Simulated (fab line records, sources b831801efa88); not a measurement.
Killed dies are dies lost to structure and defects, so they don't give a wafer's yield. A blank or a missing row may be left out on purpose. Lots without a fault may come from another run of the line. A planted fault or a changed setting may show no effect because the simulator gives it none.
fab line records | flow sky130
record lots=6 wafers=18 last_day=50
route steps=708 shown CAP2M@620 METAL4@621 PAD_OPEN@708
lots that met no fault: from a run of the same line without faults
start_h: hours from the record's first day to the start of the lot's first wafer shown | wait_h: hours since the lot's step before | " the same as in the row above | L1.1+2: a row that stands for several wafers | - no value, or no start given | * or withheld: withheld | < > ~ a bound
route shown NAME@n: a module of which the file shows steps, and the number in the route of the first | usual: mean/standard deviation of fault-free wafers | same: alike in all rows | chamber/n: place in a boat | sites: the reading at each site | _std_site: their standard deviation | _edge_site: outer sites' mean less inner sites' | radius_mm: how far each site lies from the wafer's centre | mask NAME#n: copy n | behind: the tool/chamber that last shaped the wafer | hold: why the lot was held/for how many hours/how that ended | device: the transistor (n, p or np) that didn't switch | end of line: the same wafers' tests at the end of the route | a step without rows: its recipe alone | killed: dies lost to structure and defects at the first sort, not the wafer's yield | map: a wafer's dies, x killed, . not, _ none there
set.NAME: the setting as run; set.NAME@STEP: as run at that earlier step | model.NAME: the simulator's own value behind a step, which no gauge read
lots at some steps of the route; a table a step, a row a wafer
services: from which hour (start_h, from the record's first day; less than 0 if before it) a tool's chamber was out of use, for how many hours, and why
## steps
# step SKY_CAP2M_CLEAN_17
# recipe chemistry=O3/DIW dry=n2_spin
# step SKY_METAL4_DEHYDRATE_05
# recipe temp_c=200 time_s=60
# step SKY_METAL4_HMDS_06
# recipe prime_time_s=60 prime_temp_c=120
# step SKY_METAL4_COAT_07
# recipe resist=BARC temp_c=withheld time_s=withheld spin_rpm=3000 resist_thk_nm=60
# step SKY_METAL4_COAT_08
# recipe resist=KrF-thick spin_rpm=3000 resist_thk_nm=1140
# step SKY_METAL4_SOFTBAKE_09
# recipe temp_c=100 time_s=90 resist=KrF-thick
# step SKY_METAL4_EXPOSE_10
# recipe mask_id=MM4 na=0.68 source_shape=annular sigma_inner=0.4 sigma_outer=0.8 target_cd_nm=300 dose_mj=28
# step SKY_METAL4_PEB_11
# recipe peb_temp_c=withheld peb_time_s=withheld resist=KrF-thick
# step SKY_METAL4_DEVELOP_12
# recipe develop_time_s=60 resist=KrF-thick dev_temp_c=21
# step SKY_METAL4_CD_MEAS_13
# recipe target_cd_nm=300
# usual cd_nm=300.3/1.1
# columns lot.wafer tool chamber start_h wait_h cd_nm
L203.1 cd_sem-02 - 1030.20 - 299.7
L203.2 " - " " 300.8
L203.5 " - " " 301.4
L204.2 cd_sem-01 - 1030.96 - 302.4
L204.4 " - " " 300.3
L204.6 " - " " 301.3
L206.2 cd_sem-01 - 1031.67 - 299.5
L206.3 " - " " 298.7
L206.5 " - " " 299.8
L214.2 cd_sem-01 - 1075.82 - 299.4
L214.4 " - " " 298.9
L214.5 " - " " 298.5
L215.1 cd_sem-01 - 1078.51 - 299.0
L215.2 " - " " 299.7
L215.3 " - " " 298.2
L218.1 cd_sem-02 - 1108.89 - 298.5
L218.3 " - " " 300.1
L218.6 " - " " 298.5
# step SKY_METAL4_OVL_MEAS_14
# usual METAL4_OVL=0/5.1
# columns lot.wafer tool chamber start_h wait_h METAL4_OVL[nm]
L203.1 overlay-01 - 1030.32 0.1 -2
L203.2 " - " " -5
L203.5 " - " " 5
L204.2 overlay-02 - 1031.07 0.1 -1
L204.4 " - " " -3
L204.6 " - " " 2
L206.2 overlay-02 - 1031.77 0.1 5
L206.3 " - " " 6
L206.5 " - " " 4
L214.2 overlay-02 - 1075.92 0.1 -4
L214.4 " - " " -1
L214.5 " - " " -3
L215.1 overlay-01 - 1078.63 0.1 0
L215.2 " - " " -5
L215.3 " - " " -3
L218.1 overlay-01 - 1109.01 0.1 2
L218.3 " - " " -6
L218.6 " - " " 1
# step SKY_METAL4_DESCUM_15
# recipe chemistry=O2 source_power_w=150 bias_power_w=0 pressure_mtorr=10 temp_c=40 time_s=8
# usual drypump_motor_current_A=5.7/0.4 oes_product_au=1.002/0.0088
# columns lot.wafer tool chamber start_h wait_h drypump_motor_current_A oes_product_au rf_hours_counter_h
L203.1 rie_metal-03 1 1030.35 0.0 5.5 1.003 19
L203.2 " 0 " " 5.2 1.011 20
L203.5 " 0 " " 5.2 0.995 -
L204.2 rie_metal-01 0 1031.10 0.0 6.3 0.991 16
L204.4 " 0 " " 6.3 0.995 -
L204.6 " 1 " " 6.5 0.996 -
L206.2 rie_metal-02 0 1031.80 0.0 5.4 1.008 21
L206.3 " 1 " " 5.7 0.994 -
L206.5 " 1 " " 5.7 0.994 -
L214.2 rie_metal-02 0 1075.95 0.0 5.4 1.003 24
L214.4 " 1 " " 5.7 0.993 -
L214.5 " 0 " " 5.4 1.009 -
L215.1 rie_metal-03 0 1078.66 0.0 5.2 1.012 0
L215.2 " 1 " " 5.4 0.991 26
L215.3 " 0 " " 5.2 1.009 -
L218.1 rie_metal-02 0 1109.05 0.0 5.4 1.012 26
L218.3 " 0 " " 5.4 1.016 -
L218.6 " 1 " " 5.7 0.995 -
# step SKY_METAL4_ETCH_16
# recipe chemistry=N2/H2 target=BARC ion_energy_ev=200 bias_w=98.14 pressure_mtorr=30 n2_flow_sccm=100 h2_flow_sccm=200 icp_w=500 stop_on=SiO2 time_s=88.2 target_depth_a=600
# usual bias_w=98.16/0.29 chamber_pressure_mTorr=30.001/0.03 drypump_motor_current_A=5.7/0.41 oes_product_au=0.626/0.0045 throttle_valve_pct=13.206/0.0095
# columns lot.wafer tool chamber start_h wait_h bias_w chamber_pressure_mTorr drypump_motor_current_A oes_product_au rf_hours_counter_h throttle_valve_pct model.KrF-thick_of_METAL4_COAT_08.thk_nm
L203.1 rie_metal-03 1 1030.39 0.0 98.26 30.019 5.5 0.624 19 13.205 1070
L203.2 " 0 " " 97.72 30.005 5.2 0.626 20 13.205 1075
L203.5 " 0 " " 98.44 29.977 5.2 0.628 - 13.190 1077
L204.2 rie_metal-01 0 1031.13 0.0 - - - - - - 1122
L204.4 " 0 " " - - - - - - 1122
L204.6 " 1 " " - - - - - - 1123
L206.2 rie_metal-02 0 1031.84 0.0 - - - - - - 1124
L206.3 " 1 " " - - - - - - 1120
L206.5 " 1 " " - - - - - - 1124
L214.2 rie_metal-02 0 1075.99 0.0 98.05 29.958 5.4 0.627 24 13.205 1067
L214.4 " 1 " " 97.91 30.027 5.7 0.629 - 13.210 1071
L214.5 " 0 " " 98.30 29.997 5.4 0.621 - 13.213 1073
L215.1 rie_metal-03 0 1078.70 0.0 98.36 30.007 5.2 0.623 0 13.192 1073
L215.2 " 1 " " 98.00 29.951 5.5 0.624 26 13.191 1075
L215.3 " 0 " " 98.41 29.983 5.2 0.628 - 13.210 1069
L218.1 rie_metal-02 0 1109.08 0.0 97.80 29.986 5.4 0.634 26 13.212 1074
L218.3 " 0 " " 98.36 29.956 5.4 0.629 - 13.215 1078
L218.6 " 1 " " 98.16 30.026 5.7 0.629 - 13.215 1080
# step SKY_METAL4_ETCH_17
# recipe target=SiO2 stop_on=TiN chemistry=C4F8/O2/Ar source_w=1500 bias_w=1200 pressure_mtorr=40 c4f8_flow_sccm=withheld O2_flow_sccm=6 Ar_flow_sccm=300 time_s=3.9 target_depth_a=150
# usual bias_w=1200/3.4 chamber_pressure_mTorr=39.99/0.036 oes_product_au=0.755/0.0068
# columns lot.wafer tool chamber start_h wait_h bias_w chamber_pressure_mTorr oes_product_au rf_hours_counter_h
L203.1 rie_diel-03 0 1030.48 0.1 1201 40.05 0.760 5
L203.2 " 2 " " 1205 39.97 0.757 10
L203.5 " 0 " " 1197 39.99 0.762 -
L204.2 rie_diel-01 0 1031.23 0.1 1196 39.98 0.373 4
L204.4 " 3 " " 1196 39.96 0.373 13
L204.6 " 3 " " 1196 40.00 0.379 -
L206.2 rie_diel-04 1 1031.93 0.1 1203 39.97 0.378 22
L206.3 " 0 " " 1201 39.97 0.374 1
L206.5 " 0 " " 1200 40.09 0.371 -
L214.2 rie_diel-01 2 1076.08 0.1 1200 40.01 0.746 12
L214.4 " 0 " " 1200 40.02 0.766 5
L214.5 " 2 " " 1201 39.98 0.745 -
L215.1 rie_diel-03 0 1078.79 0.1 1200 40.01 0.747 6
L215.2 " 1 " " 1206 40.02 0.759 9
L215.3 " 3 " " 1205 40.05 0.756 14
L218.1 rie_diel-04 3 1109.18 0.1 1198 39.99 0.743 6
L218.3 " 1 " " 1202 39.95 0.750 25
L218.6 " 0 " " 1202 39.98 0.758 -
# step SKY_METAL4_METAL_ETCH_18
# recipe target_depth_a=8450 stop_on=SiO2 over_etch_frac=0.3 time_s=183.1 chemistry=Cl2/BCl3 resist_sidewall_deg=88 pressure_mtorr=10 icp_w=900 bias_w=48.5 Cl2_flow_sccm=60 bcl3_flow_sccm=30
# usual bcl3_flow_sccm=30.01/0.081 bias_w=48.48/0.13 drypump_motor_current_A=6.0/0.48 oes_product_au=0.852/0.0056 throttle_valve_pct=22.265/0.0089
# columns lot.wafer tool chamber start_h wait_h bcl3_flow_sccm bias_w drypump_motor_current_A oes_product_au rf_hours_counter_h throttle_valve_pct model.KrF-thick_of_METAL4_COAT_08.thk_nm
L203.1 rie_metal-02 1 1030.50 0.0 30.02 48.72 5.7 0.850 13 22.263 511.4
L203.2 " 1 " " 30.01 48.45 5.7 0.848 - 22.266 516.2
L203.5 " 1 " " 30.07 48.68 5.7 0.851 - 22.263 519.7
L204.2 rie_metal-03 1 1031.31 0.1 29.98 48.44 5.5 0.376 - 22.273 574.8
L204.4 " 1 " " 30.04 48.59 5.5 0.376 - 22.278 579
L204.6 " 1 " " 30.02 48.40 5.5 0.377 - 22.277 583.4
L206.2 rie_metal-01 0 1031.95 0.0 29.99 48.60 6.3 0.367 16 22.271 574
L206.3 " 0 " " 30.07 48.34 6.3 0.380 - 22.268 575.1
L206.5 " 1 " " 29.93 48.40 6.5 0.378 - 22.263 570.8
L214.2 rie_metal-03 1 1076.16 0.1 29.86 48.51 5.5 0.853 - 22.249 523.3
L214.4 " 1 " " 29.99 48.44 5.5 0.850 - 22.273 526.3
L214.5 " 1 " " 29.96 48.50 5.5 0.855 - 22.258 525.7
L215.1 rie_metal-02 0 1078.81 0.0 29.97 48.60 5.4 0.849 24 22.256 507.9
L215.2 " 1 " " 30.03 48.32 5.7 0.843 17 22.287 521.8
L215.3 " 0 " " 29.92 48.53 5.4 0.847 - 22.259 507.9
L218.1 rie_metal-01 0 1109.20 0.0 29.91 48.09 6.3 0.852 21 22.258 520.5
L218.3 " 0 " " 29.93 48.24 6.3 0.858 - 22.278 530.1
L218.6 " 1 " " 30.04 48.41 6.5 0.852 - 22.266 531.4
# step SKY_METAL4_STRIP_19
# recipe chemistry=O2/N2 power_w=1400 pressure_mtorr=1500 platen_temp_c=withheld o2_flow_sccm=3000 n2_flow_sccm=300 overash_fraction=0.5
# usual drypump_motor_current_A=5.7/0.31 oes_product_au=0.501/0.0051 strip_time_to_endpoint_s=6.51/0.061
# same overash_fraction=0.5
# columns lot.wafer tool chamber start_h wait_h drypump_motor_current_A oes_product_au rf_hours_counter_h strip_time_to_endpoint_s
L203.1 plasma_asher-02 1 1030.86 0.3 5.8 0.491 29 6.37
L203.2 " 0 " " 5.1 0.489 29 6.43
L203.5 " 0 " " 5.1 0.498 - 6.45
L204.2 plasma_asher-02 1 1031.60 0.2 5.9 0.525 29 7.00
L204.4 " 1 " " 5.8 0.525 - 7.04
L204.6 " 0 " " 5.1 0.523 - 7.11
L206.2 plasma_asher-03 1 1032.13 0.1 5.8 0.512 123 7.00
L206.3 " 1 " " 5.8 0.521 - 7.01
L206.5 " 0 " " 6.2 0.517 - 6.95
L214.2 plasma_asher-02 0 1076.46 0.2 5.1 0.500 34 6.50
L214.4 " 1 " " 5.9 0.495 - 6.54
L214.5 " 1 " " 5.8 0.498 - 6.52
L215.1 plasma_asher-01 1 1078.99 0.1 5.9 0.496 66 6.35
L215.2 " 0 " " 5.6 0.504 66 6.48
L215.3 " 1 " " 5.8 0.490 - 6.35
L218.1 plasma_asher-01 1 1109.37 0.1 5.9 0.494 69 6.48
L218.3 " 0 " " 5.6 0.501 - 6.55
L218.6 " 0 " " 5.6 0.505 - 6.58
# step SKY_METAL4_STRIP_20
# recipe chemistry=post_etch_residue_remover time_s=1200 temp_c=72.5
# step SKY_PAD_OPEN_PROBE_99
# usual defect_limited_yield=82.3/2.1 killed_at_M0_to_M3=43/7.4 killed_at_M4_up=3.1/1.8 killed_at_contacts=26/5.6 killed_at_front_end=15/4.9 killed_at_other=0.2/0.44 killed_dies=87/10 killed_on_rim=17/3.7 killed_open=48/7.6 killed_short=39/6.2 sort_bin_3_pad_short=0.9/0.43 sort_bin_5_function=10.5/1.5 sort_bin_6_memory=6.3/1.2 sort_n_pass=405/10 sort_yield_pct=82.3/2.1
# same gross_dies=492 killed_at_back_side=0 sort_bin_4_leakage[%]=0 sort_bin_8_speed[%]=0
# columns lot.wafer tool chamber start_h wait_h defect_limited_yield[%] killed_at_M0_to_M3 killed_at_M4_up killed_at_contacts killed_at_front_end killed_at_other killed_dies killed_on_rim killed_open killed_short sort_bin_3_pad_short[%] sort_bin_5_function[%] sort_bin_6_memory[%] sort_n_pass sort_yield_pct[%]
L203.1 prober-02 - 1121.06 0.1 82.1 44 2 28 14 0 88 18 47 39 1.2 10.8 5.9 404 82.1
L203.2 prober-02 - 1121.11 0.1 84.6 42 2 21 11 0 76 15 33 43 0.6 10.4 4.5 416 84.6
L203.5 prober-02 - 1121.26 0.2 82.9 46 1 27 10 0 84 14 45 39 0.8 8.7 7.5 408 82.9
L204.2 prober-01 - 1121.90 0.1 0 40 411 19 22 0 492 96 36 50 0.6 93.5 5.9 0 0
L204.4 prober-01 - 1122.00 0.2 0 41 410 21 19 1 492 96 46 36 1.0 94.1 4.9 0 0
L204.6 prober-01 - 1122.10 0.2 0 46 397 29 19 1 492 96 54 43 1.2 90.2 8.5 0 0
L206.2 prober-02 - 1122.61 0.1 0 50 402 22 17 1 492 96 56 37 0.6 92.9 6.5 0 0
L206.3 prober-02 - 1122.66 0.2 0 35 420 22 14 1 492 96 39 37 0.8 93.5 5.7 0 0
L206.5 prober-02 - 1122.76 0.2 0 34 412 28 18 0 492 96 49 36 0.2 93.3 6.5 0 0
L215.1 prober-01 - 1162.88 0.1 77.4 66 1 17 26 1 111 11 59 52 1.2 13.8 7.5 381 77.4
L215.2 prober-01 - 1162.93 0.1 83.3 46 2 24 9 1 82 16 40 41 0.2 10.6 5.9 410 83.3
L215.3 prober-01 - 1162.98 0.2 80.3 53 4 31 8 1 97 17 51 45 1.6 11.2 6.9 395 80.3
# killed by level:class
L203.1 CONTACT:geometric_particle:open=14 VIA1:geometric_particle:open=9 CONTACT:geometric_particle:short=8 VIA2:geometric_particle:open=7 METAL2:geometric_particle:short=6 FIELD_ISO:geometric_particle:short=5 VIA1:geometric_particle:short=5 METAL1:geometric_particle:short=4
L203.2 VIA1:geometric_particle:open=8 LI_CONTACT:geometric_particle:open=7 METAL1:geometric_particle:short=6 LOCAL_INTERCONNECT:geometric_particle:short=5 METAL3:geometric_particle:short=5 VIA1:geometric_particle:short=4 VIA2:geometric_particle:open=4 FIELD_ISO:geometric_particle:short=3
L203.5 CONTACT:geometric_particle:open=11 VIA1:geometric_particle:open=10 LI_CONTACT:geometric_particle:open=7 VIA3:geometric_particle:open=6 METAL1:geometric_particle:short=6 METAL2:geometric_particle:short=6 LOCAL_INTERCONNECT:geometric_particle:short=5 CONTACT:geometric_particle:short=4
L204.2 METAL4:area_etch=406 VIA2:geometric_particle:open=10 LI_CONTACT:geometric_particle:open=8 POLY_GATE:geometric_particle:short=7 VIA2:geometric_particle:short=7 VIA1:geometric_particle:open=6 FIELD_ISO:geometric_particle:short=5 POLY_GATE:geometric_particle:open=5
L204.4 METAL4:area_etch=408 CONTACT:geometric_particle:open=15 VIA3:geometric_particle:open=8 METAL2:geometric_particle:short=8 VIA2:geometric_particle:open=6 FIELD_ISO:geometric_particle:short=5 POLY_GATE:geometric_particle:short=5 VIA1:geometric_particle:open=5
L204.6 METAL4:area_etch=395 CONTACT:geometric_particle:open=13 VIA1:geometric_particle:open=11 VIA2:geometric_particle:open=8 CONTACT:geometric_particle:short=7 FIELD_ISO:geometric_particle:open=7 METAL2:geometric_particle:short=7 FIELD_ISO:geometric_particle:short=5
L206.2 METAL4:area_etch=398 VIA1:geometric_particle:open=16 VIA2:geometric_particle:open=9 POLY_GATE:geometric_particle:short=8 VIA3:geometric_particle:open=8 LI_CONTACT:geometric_particle:open=6 CONTACT:geometric_particle:open=5 METAL2:geometric_particle:short=5
L206.3 METAL4:area_etch=415 FIELD_ISO:geometric_particle:open=8 LOCAL_INTERCONNECT:geometric_particle:short=8 VIA1:geometric_particle:open=8 METAL1:geometric_particle:short=6 VIA2:geometric_particle:open=4 CONTACT:geometric_particle:open=4 METAL3:geometric_particle:short=4
L206.5 METAL4:area_etch=407 VIA1:geometric_particle:open=9 LI_CONTACT:geometric_particle:open=8 CONTACT:geometric_particle:open=8 VIA2:geometric_particle:open=7 FIELD_ISO:geometric_particle:open=6 FIELD_ISO:geometric_particle:short=6 METAL4:geometric_particle:short=5
L215.1 METAL1:geometric_particle:short=12 VIA1:geometric_particle:open=12 VIA2:geometric_particle:open=9 POLY_GATE:geometric_particle:open=8 VIA1:geometric_particle:short=8 METAL2:geometric_particle:short=8 FIELD_ISO:geometric_particle:open=7 LI_CONTACT:geometric_particle:open=7
L215.2 VIA3:geometric_particle:open=8 VIA1:geometric_particle:open=8 CONTACT:geometric_particle:open=6 CONTACT:geometric_particle:short=6 VIA1:geometric_particle:short=6 VIA2:geometric_particle:open=6 LI_CONTACT:geometric_particle:open=5 METAL1:geometric_particle:short=5
L215.3 VIA3:geometric_particle:open=9 METAL1:geometric_particle:short=8 LI_CONTACT:geometric_particle:open=8 VIA1:geometric_particle:open=8 CONTACT:geometric_particle:open=7 CONTACT:geometric_particle:short=7 METAL2:geometric_particle:short=6 VIA1:geometric_particle:short=5
# map L204.2 (x killed, . not)
__________xxxxxxxxxx_________
________xxxxxxxxxxxxxx_______
______xxxxxxxxxxxxxxxxxx_____
_____xxxxxxxxxxxxxxxxxxxx____
____xxxxxxxxxxxxxxxxxxxxxx___
___xxxxxxxxxxxxxxxxxxxxxxxx__
__xxxxxxxxxxxxxxxxxxxxxxxxxx_
_xxxxxxxxxxxxxxxxxxxxxxxxxxxx
_xxxxxxxxxxxxxxxxxxxxxxxxxxxx
_xxxxxxxxxxxxxxxxxxxxxxxxxxxx
_xxxxxxxxxxxxxxxxxxxxxxxxxxxx
_xxxxxxxxxxxxxxxxxxxxxxxxxxxx
_xxxxxxxxxxxxxxxxxxxxxxxxxxxx
_xxxxxxxxxxxxxxxxxxxxxxxxxxxx
_xxxxxxxxxxxxxxxxxxxxxxxxxxxx
__xxxxxxxxxxxxxxxxxxxxxxxxxx_
___xxxxxxxxxxxxxxxxxxxxxxxx__
____xxxxxxxxxxxxxxxxxxxxxx___
_____xxxxxxxxxxxxxxxxxxxx____
______xxxxxxxxxxxxxxxxxx_____
________xxxxxxxxxxxxxx_______
__________xxxxxxxxxx_________
# map L206.2 (x killed, . not)
__________xxxxxxxxxx_________
________xxxxxxxxxxxxxx_______
______xxxxxxxxxxxxxxxxxx_____
_____xxxxxxxxxxxxxxxxxxxx____
____xxxxxxxxxxxxxxxxxxxxxx___
___xxxxxxxxxxxxxxxxxxxxxxxx__
__xxxxxxxxxxxxxxxxxxxxxxxxxx_
_xxxxxxxxxxxxxxxxxxxxxxxxxxxx
_xxxxxxxxxxxxxxxxxxxxxxxxxxxx
_xxxxxxxxxxxxxxxxxxxxxxxxxxxx
_xxxxxxxxxxxxxxxxxxxxxxxxxxxx
_xxxxxxxxxxxxxxxxxxxxxxxxxxxx
_xxxxxxxxxxxxxxxxxxxxxxxxxxxx
_xxxxxxxxxxxxxxxxxxxxxxxxxxxx
_xxxxxxxxxxxxxxxxxxxxxxxxxxxx
__xxxxxxxxxxxxxxxxxxxxxxxxxx_
___xxxxxxxxxxxxxxxxxxxxxxxx__
____xxxxxxxxxxxxxxxxxxxxxx___
_____xxxxxxxxxxxxxxxxxxxx____
______xxxxxxxxxxxxxxxxxx_____
________xxxxxxxxxxxxxx_______
__________xxxxxxxxxx_________
## services
# columns tool chamber start_h hours kind
rie_diel-01 0 1012.29 3.8 repair
rie_metal-02 0 1028.91 2.1 repair
rie_metal-03 0 1030.52 - clean
rie_metal-03 0 1030.52 21.2 scheduled_down
rie_metal-03 0 1030.52 21.2 vent_cycle
rie_diel-03 2 1031.18 2.8 repair
rie_diel-04 2 1037.67 2.8 repair
rie_diel-03 2 1043.70 5.8 repair
plasma_asher-03 - 1055.25 9.0 pm
plasma_asher-03 0 1055.25 9.0 vent_cycle
plasma_asher-03 1 1055.25 9.0 vent_cycle
rie_metal-03 0 1055.96 21.5 repair
rie_metal-03 - 1057.80 0.3 repair
rie_diel-04 2 1063.72 3.4 repair
plasma_asher-03 0 1064.25 - clean
plasma_asher-03 1 1064.25 - clean
rie_diel-04 3 1071.97 25.6 repair
rie_diel-03 - 1088.80 2.8 pm
rie_diel-01 0 1096.20 10.7 repair
rie_diel-04 0 1102.72 2.7 repair
plasma_asher-01 - 1103.52 0.8 repair
plasma_asher-03 - 1108.27 5.9 repair
## key
first_sign step=SKY_METAL4_ETCH_16 reading=tool_record direction=missing
effect step=SKY_METAL4_ETCH_17 reading=oes_product_au direction=down sigmas=56 usual=0.755 struck=0.375
effect step=SKY_METAL4_METAL_ETCH_18 reading=oes_product_au direction=down sigmas=86 usual=0.852 struck=0.376
effect step=SKY_METAL4_STRIP_19 reading=strip_time_to_endpoint_s direction=up sigmas=8.4 usual=* struck=*
effect step=SKY_PAD_OPEN_PROBE_99 reading=killed_at_M4_up direction=up sigmas=99+ usual=3.1 struck=408.7
model_effect step=SKY_METAL4_ETCH_16 value=KrF-thick_of_METAL4_COAT_08.thk_nm without=1072 struck=1122
model_effect step=SKY_METAL4_METAL_ETCH_18 value=KrF-thick_of_METAL4_COAT_08.thk_nm without=525.9 struck=576.2
more_kills_born_at SKY_METAL4_ETCH_16@rie_metal-02=1218 SKY_METAL4_ETCH_16@rie_metal-01=1207
met_at SKY_METAL4_ETCH_16
struck_wafers L204.2,L204.4,L204.6,L206.2,L206.3,L206.5
later_rows_left_out L204.2,L204.4,L204.6,L206.2,L206.3,L206.5
fault kind=skipped_step_whole tool=rie_metal-01,rie_metal-02 chamber=- onset_h=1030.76 steps=SKY_METAL4_ETCH_16 scope=struck_lots_only
# later_rows_left_out: the simulator's readings of these wafers behind a module that went badly wrong aren't trusted and aren't shown, but for the sort
